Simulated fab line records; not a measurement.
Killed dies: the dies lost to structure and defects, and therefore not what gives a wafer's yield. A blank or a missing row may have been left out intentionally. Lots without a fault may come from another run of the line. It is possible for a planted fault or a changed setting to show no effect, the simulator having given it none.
Check of tool commonality + flow gf180mcu + Lots sampled 10, wafers sampled 30

== THE REASON FOR OPENING IT ==
2 of 10 lots carry a flag on the reading PSD_TW at GF_PSD_TW_MEAS_11. Wafers without a fault read 3176, standard deviation 14.
Rule: a lot is flagged when every wafer of it that has a number lies more than 4 standard deviations from that mean, or none has a number. The other lots count as sound.

| lot  | measured     | on            | PSD_TW, wafer by wafer | flag    |
|------|--------------|---------------|------------------------|---------|
| L208 | day 14 19:49 | film metro-01 | 3173 3165 3169         |         |
| L209 | day 15 04:53 | film metro-04 | 3207 3191 3203         |         |
| L212 | day 16 15:46 | film metro-01 | 3154 3158 3176         |         |
| L213 | day 16 23:32 | film metro-03 | 3188 3187 3161         |         |
| L214 | day 17 17:04 | film metro-03 | 3149 3175 3163         |         |
| L217 | day 18 08:13 | film metro-01 | 3169 3190 3171         |         |
| L219 | day 18 16:31 | film metro-03 | 3164 3163 3170         |         |
| L227 | day 21 09:58 | film metro-03 | 2813 2800 2817         | FLAGGED |
| L229 | day 22 08:07 | film metro-04 | 2786 2792 2797         | FLAGGED |
| L230 | day 22 15:02 | film metro-04 | 3190 3182 3187         |         |
The mean of the flagged lots' numbers is 2801, -375 from the usual (-27 standard deviations).

== WHICH TOOL RAN EACH LOT ==
The record holds 4 process steps before the reading, out of a route of 602 steps. In each cell: the tool, then ch and the chambers that the sampled wafers went through, then the start.
| lot  | flag    | GF_HV_LDD_STRIP_37                   | GF_HV_LDD_ETCHBACK_58              | GF_PSD_IMPLANT_09               | GF_PSD_STRIP_10                      |
|------|---------|--------------------------------------|------------------------------------|---------------------------------|--------------------------------------|
| L208 |         | plasma asher-02 ch 0,1, day 12 02:14 | rie diel-01 ch 1,3, day 13 01:58   | implanter-01 ch 0, day 14 19:34 | plasma asher-01 ch 0,1, day 14 19:43 |
| L209 |         | plasma asher-01 ch 0, day 12 11:26   | rie diel-04 ch 1,3, day 13 10:20   | implanter-01 ch 0, day 15 04:38 | plasma asher-01 ch 0,1, day 15 04:47 |
| L212 |         | plasma asher-02 ch 0,1, day 13 19:38 | rie diel-01 ch 1,2,3, day 14 19:17 | implanter-03 ch 0, day 16 15:31 | plasma asher-04 ch 0,1, day 16 15:40 |
| L213 |         | plasma asher-02 ch 0,1, day 14 01:35 | rie diel-04 ch 0,1,3, day 15 02:06 | implanter-01 ch 0, day 16 23:17 | plasma asher-04 ch 0,1, day 16 23:26 |
| L214 |         | plasma asher-02 ch 0,1, day 14 16:29 | rie diel-04 ch 0,2,3, day 15 18:28 | implanter-01 ch 0, day 17 16:49 | plasma asher-02 ch 0,1, day 17 16:58 |
| L217 |         | plasma asher-03 ch 1, day 15 07:28   | rie diel-01 ch 2,3, day 16 08:29   | implanter-01 ch 0, day 18 07:59 | plasma asher-02 ch 0,1, day 18 08:07 |
| L219 |         | plasma asher-02 ch 0,1, day 15 15:53 | rie diel-04 ch 0,1,2, day 16 16:59 | implanter-03 ch 0, day 18 16:16 | plasma asher-04 ch 0, day 18 16:25   |
| L227 | FLAGGED | plasma asher-02 ch 0,1, day 18 06:01 | rie diel-01 ch 0,1, day 19 08:47   | implanter-03 ch 0, day 21 09:43 | plasma asher-01 ch 0,1, day 21 09:52 |
| L229 | FLAGGED | plasma asher-01 ch 0,1, day 19 02:23 | rie diel-04 ch 0,1,2, day 20 06:41 | implanter-03 ch 0, day 22 07:52 | plasma asher-02 ch 0,1, day 22 08:01 |
| L230 |         | plasma asher-03 ch 0,1, day 19 10:34 | rie diel-04 ch 0,1, day 20 14:26   | implanter-01 ch 0, day 22 14:48 | plasma asher-02 ch 0,1, day 22 14:56 |
These steps, and what they do:
- GF_HV_LDD_STRIP_37: strips in O2/N2.
- GF_HV_LDD_ETCHBACK_58: etches Si3N4 in CH3F/O2, stops on SiO2, time 100 s, target depth 90 nm.
- GF_PSD_IMPLANT_09
- GF_PSD_STRIP_10: strips in O2/N2.
- GF_PSD_TW_MEAS_11

== FLAGGED AGAINST TOTAL, ONE TOOL AT A TIME (gauges that did the reading follow at the end) ==
| step                  | tool            | lots run | flagged | share of the flagged lots | sound lots run after its first flagged lot |
|-----------------------|-----------------|----------|---------|---------------------------|--------------------------------------------|
| GF_HV_LDD_STRIP_37    | plasma asher-01 | 2        | 1       | some                      | 0                                          |
| GF_HV_LDD_STRIP_37    | plasma asher-02 | 6        | 1       | some                      | 0                                          |
| GF_HV_LDD_STRIP_37    | plasma asher-03 | 2        | 0       | none                      | -                                          |
| GF_HV_LDD_ETCHBACK_58 | rie diel-01     | 4        | 1       | some                      | 0                                          |
| GF_HV_LDD_ETCHBACK_58 | rie diel-04     | 6        | 1       | some                      | 1 (L230)                                   |
| GF_PSD_IMPLANT_09     | implanter-01    | 6        | 0       | none                      | -                                          |
| GF_PSD_IMPLANT_09     | implanter-03    | 4        | 2       | all                       | 0                                          |
| GF_PSD_STRIP_10       | plasma asher-01 | 3        | 1       | some                      | 0                                          |
| GF_PSD_STRIP_10       | plasma asher-02 | 4        | 1       | some                      | 1 (L230)                                   |
| GF_PSD_STRIP_10       | plasma asher-04 | 3        | 0       | none                      | -                                          |
| GF_PSD_TW_MEAS_11     | film metro-01   | 3        | 0       | none                      | -                                          |
| GF_PSD_TW_MEAS_11     | film metro-03   | 4        | 1       | some                      | 0                                          |
| GF_PSD_TW_MEAS_11     | film metro-04   | 3        | 1       | some                      | 1 (L230)                                   |

== WHAT THE TABLE PERMITS ==
1 row of the table ran every flagged lot: implanter-03 at GF_PSD_IMPLANT_09.
- implanter-03 at GF_PSD_IMPLANT_09 ran 4 lots, 2 of them flagged. Last sound lot L219 at day 18 16:16, first flagged lot L227 at day 21 09:43; a fault beginning in between fits. Its own readings (dose ions cm2, end station pressure torr, faraday current uA) fall more than 4 standard deviations out on all wafers of the flagged lots.
One tool is left: implanter-03 at GF_PSD_IMPLANT_09.

== WHAT HAD BEEN PUT IN BY THE SIMULATOR ==
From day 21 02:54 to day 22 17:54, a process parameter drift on implanter-03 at GF_PSD_IMPLANT_09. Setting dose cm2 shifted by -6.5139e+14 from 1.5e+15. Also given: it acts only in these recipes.
Struck lots among those shown: L227, L229. The rule above reached the same finding.
